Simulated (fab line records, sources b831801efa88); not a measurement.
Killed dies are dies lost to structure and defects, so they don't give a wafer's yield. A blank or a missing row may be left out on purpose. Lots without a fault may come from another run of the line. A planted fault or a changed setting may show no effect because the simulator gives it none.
Which tool did it? | flow sky130 | 24 lots, 72 wafers sampled, at 6 steps of a route of 708

WHAT THE GAUGES READ, wafer by wafer
SKY_FIELD_ISO_BOW_MEAS_00. Usual: INCOMING_BOW -1 um, standard deviation 6.2.
lot  | measured    | on            | INCOMING_BOW (um) | flag
L074 | day 1 10:00 | film_metro-02 | 0 -13 6           |
L075 | day 1 15:01 | film_metro-04 | -9 2 -11          |
L076 | day 1 20:01 | film_metro-04 | 4 -9 -1           |
L077 | day 2 01:01 | film_metro-02 | 3 4 -2            |
L078 | day 2 06:01 | film_metro-01 | 12 4 4            |
L079 | day 2 11:00 | film_metro-04 | -9 -5 -4          |
L080 | day 2 16:01 | film_metro-02 | 2 1 -9            |
L081 | day 2 21:00 | film_metro-04 | 7 -6 -2           |
L082 | day 3 02:00 | film_metro-02 | -1 -3 -6          |
L083 | day 3 07:00 | film_metro-02 | 4 -9 5            |
L084 | day 3 12:00 | film_metro-02 | -1 -6 -3          |
L085 | day 3 17:01 | film_metro-01 | 3 0 -2            |
L086 | day 3 22:01 | film_metro-04 | -7 -2 4           |
L087 | day 4 03:02 | film_metro-04 | -14 -2 -7         |
L088 | day 4 08:00 | film_metro-02 | -3 4 2            |
L089 | day 4 13:00 | film_metro-02 | -2 3 8            |
L090 | day 4 18:01 | film_metro-04 | -4 -7 2           |
L091 | day 4 23:02 | film_metro-01 | -8 7 -15          |
L092 | day 5 04:01 | film_metro-01 | -10 2 -2          |
L093 | day 5 09:04 | film_metro-02 | 9 8 -1            |
L094 | day 5 14:01 | film_metro-01 | 0 12 3            |
L095 | day 5 19:00 | film_metro-01 | -4 -6 4           |
L096 | day 6 00:01 | film_metro-01 | -1 10 11          |
L097 | day 6 05:02 | film_metro-01 | 0 6 5             |

SKY_VT_ADJUST_LVTN_TW_MEAS_21. Usual: VT_ADJUST_LVTN_2_TW 187.6, standard deviation 1.4.
lot  | measured     | on            | VT_ADJUST_LVTN_2_TW | flag
L074 | day 8 04:30  | film_metro-02 | 185.4 186.5 185.5   |
L075 | day 8 06:08  | film_metro-03 | 186.8 185.9 187.2   |
L076 | day 8 14:31  | film_metro-02 | 185.6 186.0 185.9   |
L077 | day 8 15:01  | film_metro-04 | 190.5 189.7 189.7   |
L078 | day 9 00:23  | film_metro-03 | 187.0 187.3 187.8   |
L079 | day 9 04:22  | film_metro-02 | 186.3 187.0 187.2   |
L080 | day 9 19:04  | film_metro-02 | 186.7 186.7 186.7   |
L081 | day 9 16:56  | film_metro-03 | 187.5 186.9 186.7   |
L082 | day 10 00:47 | film_metro-03 | 187.3 186.5 187.4   |
L083 | day 10 10:06 | film_metro-02 | 186.9 186.8 186.8   |
L084 | day 10 16:19 | film_metro-03 | 188.3 187.7 187.5   |
L085 | day 10 22:41 | film_metro-04 | 191.1 190.7 190.9   |
L086 | day 11 05:37 | film_metro-03 | 188.3 187.2 188.4   |
L087 | day 11 11:51 | film_metro-03 | 188.2 187.6 187.1   |
L088 | day 11 16:53 | film_metro-02 | 187.3 186.8 187.7   |
L089 | day 12 01:59 | film_metro-04 | 189.1 189.5 189.8   |
L090 | day 12 10:46 | film_metro-04 | 189.6 189.5 189.7   |
L091 | day 12 13:49 | film_metro-03 | 187.1 187.3 186.9   |
L092 | day 12 19:52 | film_metro-04 | 188.9 188.4 188.5   |
L093 | day 13 03:16 | film_metro-03 | 188.0 188.7 188.3   |
L094 | day 13 10:28 | film_metro-02 | 186.1 186.4 187.3   |
L095 | day 13 22:58 | film_metro-03 | 187.8 188.1 188.0   |
L096 | day 14 03:01 | film_metro-03 | 188.5 187.1 187.7   |
L097 | day 14 11:53 | film_metro-02 | 187.1 186.0 187.5   |

SKY_VT_ADJUST_HVTR_OVL_MEAS_08. Usual: VT_ADJUST_HVTR_OVL -0.5 nm, standard deviation 1.5.
lot  | measured     | on         | VT_ADJUST_HVTR_OVL (nm) | flag
L074 | day 9 23:25  | overlay-01 | -0.1 0.5 -0.2           |
L075 | day 10 01:47 | overlay-02 | -2.1 -1.4 -1.8          |
L076 | day 10 11:01 | overlay-01 | 0.1 0.8 2.3             |
L077 | day 10 11:20 | overlay-02 | -2.1 -1.1 0.3           |
L078 | day 10 21:29 | overlay-01 | -0.4 -1.3 -0.3          |
L079 | day 11 00:53 | overlay-02 | -2.0 -3.5 -1.5          |
L080 | day 11 16:23 | overlay-01 | -2.2 0.3 0.5            |
L081 | day 11 14:47 | overlay-02 | 0.2 0.1 0.9             |
L082 | day 11 23:58 | overlay-02 | 0.7 1.3 0.6             |
L083 | day 12 09:55 | overlay-01 | 0.3 1.3 0.2             |
L084 | day 12 16:02 | overlay-02 | -2.8 -3.0 -3.2          |
L085 | day 12 23:31 | overlay-02 | 1.0 -1.1 -1.1           |
L086 | day 13 06:23 | overlay-01 | 1.7 -1.1 -0.1           |
L087 | day 13 13:14 | overlay-01 | 0.8 -1.0 2.9            |
L088 | day 13 17:04 | overlay-01 | 0.7 0.6 0.2             |
L089 | day 14 04:10 | overlay-01 | 0.7 0.6 1.1             |
L090 | day 14 13:19 | overlay-02 | -1.7 -1.9 -3.1          |
L091 | day 14 17:41 | overlay-01 | 1.7 2.5 2.0             |
L092 | day 14 23:31 | overlay-01 | 1.0 0.6 -0.3            |
L093 | day 15 07:29 | overlay-01 | -0.6 0.2 1.1            |
L094 | day 15 15:17 | overlay-01 | -0.3 -0.1 -0.5          |
L095 | day 16 03:17 | overlay-02 | -0.2 -2.2 -3.3          |
L096 | day 16 08:31 | overlay-01 | -1.6 -2.1 0.2           |
L097 | day 16 17:17 | overlay-02 | -2.4 -1.4 0.3           |

SKY_LI_CONTACT_CD_MEAS_12: target cd 170 nm. Usual: cd_nm 170.0 nm, standard deviation 1.4.
lot  | measured     | on        | cd_nm (nm)        | flag
L074 | day 29 18:17 | cd_sem-01 | 168.4 170.9 170.0 |
L075 | day 29 20:56 | cd_sem-01 | 172.3 172.1 172.1 |
L076 | day 30 19:10 | cd_sem-01 | 170.7 170.3 169.4 |
L077 | day 30 17:19 | cd_sem-02 | 173.7 173.2 172.5 |
L078 | day 31 02:08 | cd_sem-02 | 168.5 168.5 168.0 |
L079 | day 31 03:41 | cd_sem-02 | 170.2 170.9 170.2 |
L080 | day 31 16:40 | cd_sem-02 | 169.8 169.4 170.3 |
L081 | day 31 13:44 | cd_sem-01 | 169.9 169.8 170.0 |
L082 | day 32 01:20 | cd_sem-01 | 170.7 169.8 170.7 |
L083 | day 32 12:43 | cd_sem-01 | 170.2 170.9 169.6 |
L084 | day 32 21:44 | cd_sem-01 | 168.5 169.0 169.3 |
L085 | day 33 02:52 | cd_sem-01 | 171.5 168.6 170.2 |
L086 | day 33 08:40 | cd_sem-02 | 168.3 168.5 168.6 |
L087 | day 33 17:17 | cd_sem-01 | 167.5 169.9 168.3 |
L088 | day 34 00:17 | cd_sem-01 | 167.0 168.0 168.4 |
L089 | day 34 06:10 | cd_sem-01 | 169.0 170.8 170.0 |
L090 | day 34 18:07 | cd_sem-02 | 169.4 170.5 170.4 |
L091 | day 34 18:02 | cd_sem-01 | 168.9 169.1 169.5 |
L092 | day 35 02:17 | cd_sem-02 | 172.3 171.2 171.4 |
L093 | day 35 12:33 | cd_sem-01 | 170.8 171.1 170.0 |
L094 | day 35 13:38 | cd_sem-01 | 170.9 171.8 170.5 |
L095 | day 36 03:38 | cd_sem-02 | 171.0 170.1 167.9 |
L096 | day 36 11:13 | cd_sem-01 | 170.7 169.4 171.2 |
L097 | day 36 15:38 | cd_sem-01 | 169.2 167.0 168.5 |

WHICH TOOL RAN EACH LOT (tool, then ch and the chambers of the sampled wafers, then the start)
lot  | SKY_LDD_HVN_STRIP_09                 | SKY_LI_CONTACT_CMP_02
L074 | plasma_asher-01 ch 1, day 21 00:10   | cmp-01 ch 1,2,3, day 28 13:40
L075 | plasma_asher-02 ch 0,1, day 21 03:16 | cmp-01 ch 0,1, day 28 15:49
L076 | plasma_asher-02 ch 0,1, day 22 01:23 | cmp-01 ch 1,2,3, day 29 14:25
L077 | plasma_asher-01 ch 0,1, day 21 22:43 | cmp-01 ch 0,1, day 29 12:29
L078 | plasma_asher-03 ch 0,1, day 22 11:13 | cmp-02 ch 0,3, day 29 21:49
L079 | plasma_asher-02 ch 0,1, day 22 12:28 | cmp-02 ch 0,2,3, day 29 23:28
L080 | plasma_asher-03 ch 0,1, day 23 04:25 | cmp-01 ch 1,2,3, day 30 13:17
L081 | plasma_asher-02 ch 0,1, day 22 23:32 | cmp-01 ch 1,2,3, day 30 08:55
L082 | plasma_asher-02 ch 1, day 23 11:37   | cmp-01 ch 0,2, day 30 21:28
L083 | plasma_asher-02 ch 0,1, day 24 01:38 | cmp-02 ch 0,2,3, day 31 09:04
L084 | plasma_asher-03 ch 0,1, day 24 08:12 | cmp-02 ch 1,2,3, day 31 17:54
L085 | plasma_asher-02 ch 0,1, day 24 15:48 | cmp-01 ch 0,2,3, day 31 22:26
L086 | plasma_asher-01 ch 0,1, day 24 21:42 | cmp-02 ch 1,2, day 32 04:35
L087 | plasma_asher-02 ch 0,1, day 25 09:37 | cmp-01 ch 1,3, day 32 14:34
L088 | plasma_asher-03 ch 0,1, day 25 13:38 | cmp-02 ch 0,2,3, day 32 21:20
L089 | plasma_asher-02 ch 0, day 25 23:31   | cmp-01 ch 0,1,2, day 33 03:49
L090 | plasma_asher-02 ch 0, day 26 10:55   | cmp-02 ch 1,2,3, day 33 15:50
L091 | plasma_asher-03 ch 0,1, day 26 10:43 | cmp-01 ch 1,3, day 33 15:31
L092 | plasma_asher-01 ch 0,1, day 26 19:53 | cmp-02 ch 0,1,2, day 33 23:28
L093 | plasma_asher-02 ch 0,1, day 27 06:57 | cmp-02 ch 0,1, day 34 09:07
L094 | plasma_asher-01 ch 0,1, day 27 09:42 | cmp-01 ch 0,2, day 34 10:46
L095 | plasma_asher-02 ch 0,1, day 28 00:04 | cmp-02 ch 1,2, day 35 01:07
L096 | plasma_asher-03 ch 0,1, day 28 07:31 | cmp-02 ch 0,3, day 35 08:13
L097 | plasma_asher-02 ch 0,1, day 28 12:45 | cmp-02 ch 1,2, day 35 13:23
- SKY_LDD_HVN_STRIP_09: strips in O2/N2.
- SKY_LI_CONTACT_CMP_02: polishes PSG.

WHAT THE TOOLS THEMSELVES READ (means of the sampled wafers that have a number; where no wafer has one, the mark that the record gives instead)
SKY_LDD_HVN_STRIP_09. Usual: drypump_motor_current_A 5.6 A, standard deviation 0.36; n2_flow_sccm 299.9 sccm, standard deviation 0.77; oes_product_au 0.409 a.u., standard deviation 0.0046; strip_time_to_endpoint_s 4.132 s, standard deviation 0.014.
lot  | tool            | drypump_motor_current_A (A) | n2_flow_sccm (sccm) | oes_product_au (a.u.) | strip_time_to_endpoint_s (s) | flag
L074 | plasma_asher-01 | 5.3                         | 299.7               | 0.409                 | 4.116                        |
L075 | plasma_asher-02 | 5.4                         | 300.2               | 0.408                 | 4.146                        |
L076 | plasma_asher-02 | 5.7                         | 299.6               | 0.410                 | 4.135                        |
L077 | plasma_asher-01 | 5.3                         | 300.3               | 0.412                 | 4.139                        |
L078 | plasma_asher-03 | 5.6                         | 299.6               | 0.409                 | 4.139                        |
L079 | plasma_asher-02 | 5.4                         | 299.2               | 0.407                 | 4.132                        |
L080 | plasma_asher-03 | 5.6                         | 300.1               | 0.409                 | 4.140                        |
L081 | plasma_asher-02 | 5.7                         | 299.3               | 0.406                 | 4.124                        |
L082 | plasma_asher-02 | 5.9                         | 300.0               | 0.408                 | 4.132                        |
L083 | plasma_asher-02 | 5.4                         | 300.8               | 0.409                 | 4.136                        |
L084 | plasma_asher-03 | 5.6                         | 299.5               | 0.408                 | 4.161                        |
L085 | plasma_asher-02 | 5.6                         | 299.5               | 0.409                 | 4.116                        |
L086 | plasma_asher-01 | 5.3                         | 299.9               | 0.409                 | 4.139                        |
L087 | plasma_asher-02 | 5.4                         | 301.0               | 0.408                 | 4.150                        |
L088 | plasma_asher-03 | 5.9                         | 300.0               | 0.413                 | 4.127                        |
L089 | plasma_asher-02 | 5.2                         | 299.5               | 0.409                 | 4.137                        |
L090 | plasma_asher-02 | 5.2                         | 300.7               | 0.412                 | 4.134                        |
L091 | plasma_asher-03 | 5.6                         | 299.5               | 0.406                 | 4.111                        |
L092 | plasma_asher-01 | 5.3                         | 299.2               | 0.408                 | 4.136                        |
L093 | plasma_asher-02 | 5.4                         | 300.4               | 0.405                 | 4.146                        |
L094 | plasma_asher-01 | 5.4                         | 300.1               | 0.409                 | 4.136                        |
L095 | plasma_asher-02 | 5.4                         | 299.7               | 0.409                 | 4.115                        |
L096 | plasma_asher-03 | 5.9                         | 299.4               | 0.410                 | 4.130                        |
L097 | plasma_asher-02 | 5.6                         | 300.0               | 0.402                 | 4.127                        |

SKY_LI_CONTACT_CMP_02. Usual: head_pressure_psi 4.001 psi, standard deviation 0.0075; motor_current_A 11.6 A, standard deviation 1.2; time_to_endpoint_s 32 s, standard deviation 3.1.
lot  | tool   | head_pressure_psi (psi) | motor_current_A (A) | time_to_endpoint_s (s) | flag
L074 | cmp-01 | 4.007                   | 12.5                | 33                     |
L075 | cmp-01 | 3.998                   | 10.8                | 31                     |
L076 | cmp-01 | 4.004                   | 13.0                | 34                     |
L077 | cmp-01 | 3.998                   | 11.7                | 31                     |
L078 | cmp-02 | 4.003                   | 10.2                | 32                     |
L079 | cmp-02 | 3.995                   | 11.4                | 32                     |
L080 | cmp-01 | 4.005                   | 12.5                | 35                     |
L081 | cmp-01 | 3.996                   | 12.9                | 34                     |
L082 | cmp-01 | 3.997                   | 11.5                | 31                     |
L083 | cmp-02 | 4.005                   | 11.3                | 34                     |
L084 | cmp-02 | 3.998                   | 11.4                | 31                     |
L085 | cmp-01 | 4.001                   | 11.7                | 34                     |
L086 | cmp-02 | 4.000                   | 11.2                | 30                     |
L087 | cmp-01 | 3.998                   | 12.6                | 34                     |
L088 | cmp-02 | 3.995                   | 11.3                | 29                     |
L089 | cmp-01 | 3.999                   | 11.1                | 32                     |
L090 | cmp-02 | 4.004                   | 11.6                | 30                     |
L091 | cmp-01 | 3.996                   | 12.8                | 32                     |
L092 | cmp-02 | 4.004                   | 11.5                | 29                     |
L093 | cmp-02 | 4.000                   | 10.7                | 30                     |
L094 | cmp-01 | 4.005                   | 11.0                | 33                     |
L095 | cmp-02 | 3.994                   | 11.9                | 30                     |
L096 | cmp-02 | 4.008                   | 10.6                | 29                     |
L097 | cmp-02 | 3.997                   | 11.5                | 31                     |

THE ANSWER, worked out from the rows above alone
Rule: a lot is off if the mean of its wafers that have a number lies more than 3 standard deviations from the usual mean. A lot without any number at a reading at which 4 lots or more have one is off too. The other lots that the step has rows for count as sound. The gauges are gone through in route order, then the tools' own readings, and for those a lot's mean is taken as printed above. The first step at which some lot is off is used, and at that step the reading that is off furthest; a lot without a number counts as furthest.
No lot is off at any reading shown: from this, nothing can be told.

WHAT THE SIMULATOR HAD PUT IN
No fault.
